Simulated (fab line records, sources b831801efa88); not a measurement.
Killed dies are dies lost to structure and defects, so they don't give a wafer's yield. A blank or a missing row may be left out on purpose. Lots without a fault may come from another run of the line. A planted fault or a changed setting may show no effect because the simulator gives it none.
One fault seen from 2 desks | flow gf180mcu | each desk has only its own numbers; what lay behind them comes last

THE TOOL OWNER'S DESK: pvd_sputter-03
The tool's own readings at GF_V1_SPUTTER_21 (material Ti, target thk 15 nm, time 80.02 s): means of the sampled wafers that have a number, for each lot that ran on this tool. A lot is out of limits, marked OUT, if its mean lies more than 4 standard deviations from the usual mean; the brackets give that distance.
Columns: A = throttle_valve_pct at GF_V1_SPUTTER_21, usual 29.9 %
lot  | first seen here | A
L574 | day 22 05:37    | 30.2
L581 | day 24 08:41    | 30.9
L582 | day 24 18:10    | 30.0
This desk's finding: nothing out of limits on any of the 3 lots.

THE METROLOGY DESK
What the gauges read, lot by lot, whatever tool the lot ran on: means of the sampled wafers that have a number. A lot is out of limits, marked OUT, if its mean lies more than 4 standard deviations from the usual mean; the brackets give that distance.
Columns: A = cd_nm at GF_V1_CD_MEAS_14, usual 259.9 nm; B = V1_OVL at GF_V1_OVL_MEAS_15, usual 2 nm
lot  | first seen here | A     | B
L572 | day 21 10:34    | 258.9 | 7
L574 | day 22 04:50    | 259.3 | -0
L577 | day 23 04:13    | 259.5 | -0
L581 | day 24 07:51    | 259.0 | -1
L582 | day 24 17:23    | 259.5 | 7
L588 | day 26 20:56    | 259.2 | 6
This desk's finding: nothing out of limits on any of the 6 lots.

PUT TOGETHER
The tool owner's desk saw nothing out of limits.
The metrology desk saw nothing out of limits.

WHAT THE SIMULATOR HAD PUT IN
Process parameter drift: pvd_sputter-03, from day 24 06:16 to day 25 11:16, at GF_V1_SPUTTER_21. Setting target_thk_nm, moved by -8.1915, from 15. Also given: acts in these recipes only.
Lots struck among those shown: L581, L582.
